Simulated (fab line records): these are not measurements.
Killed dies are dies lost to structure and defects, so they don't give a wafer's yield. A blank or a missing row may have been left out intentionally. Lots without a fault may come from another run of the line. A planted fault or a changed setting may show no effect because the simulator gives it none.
Which tool was responsible? ; flow sfqLine ; 14 lots with 42 wafers sampled at 2 steps, on a route of 325 steps

## WHAT EACH GAUGE READ, for each wafer
SFQ_M0_RS_MEAS_904: measures by four-point-probe. Usual: M0_NB_RS gives 0.887 ohm/sq (standard deviation 0.011).
lot;measured;on;M0_NB_RS (ohm/sq);flag
L961;day 5 05:40;filmMetro-04;0.880 0.886 0.877;
L962;day 5 10:26;filmMetro-04;0.882 0.897 0.896;
L963;day 5 13:02;filmMetro-01;0.898 0.888 0.893;
L964;day 5 20:17;filmMetro-04;0.881 0.879 0.874;
L966;day 6 14:50;filmMetro-04;0.888 0.881 0.876;
L969;day 7 05:15;filmMetro-01;0.892 0.911 0.912;
L970;day 7 12:27;filmMetro-01;0.908 0.909 0.875;
L973;day 8 02:47;filmMetro-03;1.651 1.628 1.559;OFF
L974;day 8 08:47;filmMetro-04;1.603 1.623 1.610;OFF
L979;day 9 20:25;filmMetro-03;0.894 0.886 0.888;
L980;day 10 00:13;filmMetro-04;0.904 0.898 0.892;
L981;day 10 07:14;filmMetro-01;0.881 0.875 0.859;
L982;day 10 14:25;filmMetro-04;0.869 0.889 0.895;
L984;day 11 01:27;filmMetro-04;0.891 0.895 0.896;

## EACH LOT AND THE TOOL THAT RAN IT (in order: tool; ch and the chambers of the sampled wafers; start)
lot;SFQ_TRILAYER_M0_DEP_SPUTTER_019
L961;pvdSputter-04, day 5 05:34
L962;pvdSputter-05, day 5 10:21
L963;pvdSputter-03, day 5 12:55
L964;pvdSputter-04, day 5 20:11
L966;pvdSputter-05, day 6 14:42
L969;pvdSputter-05, day 7 05:07
L970;pvdSputter-05, day 7 12:18
L973;pvdSputter-05, day 8 02:42
L974;pvdSputter-05, day 8 08:42
L979;pvdSputter-04, day 9 20:20
L980;pvdSputter-04, day 10 00:07
L981;pvdSputter-03, day 10 07:08
L982;pvdSputter-03, day 10 14:20
L984;pvdSputter-04, day 11 01:16
- SFQ_TRILAYER_M0_DEP_SPUTTER_019: material Nb, target thk 200 nm, time 133.3 s.

## AS READ BY THE TOOLS THEMSELVES (means over the sampled wafers that have a number; for cases with no such wafer, the mark the record gives instead)
SFQ_TRILAYER_M0_DEP_SPUTTER_019. Usual: chamberPressurePa 0.13336 Pa, standard deviation 0.00025; throttleValvePct 30.8 %, standard deviation 0.73.
lot;tool;chamberPressurePa (Pa);throttleValvePct (%);flag
L961;pvdSputter-04;0.13329;30.8;
L962;pvdSputter-05;0.13348;31.4;
L963;pvdSputter-03;0.13347;30.5;
L964;pvdSputter-04;0.13350;30.8;
L966;pvdSputter-05;0.13317;31.0;
L969;pvdSputter-05;0.13333;30.5;
L970;pvdSputter-05;0.13332;30.6;
L973;pvdSputter-05;0.13326;31.2;
L974;pvdSputter-05;0.13330;30.5;
L979;pvdSputter-04;0.13327;30.6;
L980;pvdSputter-04;0.13328;30.8;
L981;pvdSputter-03;0.13341;30.0;
L982;pvdSputter-03;0.13331;29.9;
L984;pvdSputter-04;0.13340;30.4;

## THE ANSWER, worked out from the rows above alone
Rule: lot off if the mean of its wafers having a number is beyond 3 standard deviations from the usual mean. Also off: a lot with no number at a reading for which 4 or more lots have one. All remaining lots with rows at the step are treated as sound. The gauges are gone through in route order, then the tools' own readings, and for those a lot's mean is taken as printed above. The first step at which some lot is off is used, and at that step the reading that is off furthest; a lot without a number counts as furthest.
Off: L973, L974, seen at SFQ_M0_RS_MEAS_904 (M0_NB_RS).
A tool fits if, at a process step before that reading, it ran every lot that is off, and no sound lot after the first of them. The gauges at SFQ_M0_RS_MEAS_904 are tried like those tools. One fits: pvdSputter-05 at SFQ_TRILAYER_M0_DEP_SPUTTER_019. A fault onset in the window from L970 (day 7 12:18, its last sound lot) to L973 (day 8 02:42, its first lot off) fits.

## WHAT WAS PUT IN BY THE SIMULATOR
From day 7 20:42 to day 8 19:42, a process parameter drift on pvdSputter-05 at SFQ_TRILAYER_M0_DEP_SPUTTER_019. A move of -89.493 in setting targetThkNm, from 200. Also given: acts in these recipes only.
Lots struck among those shown: L973, L974. The rule given above showed the same thing.
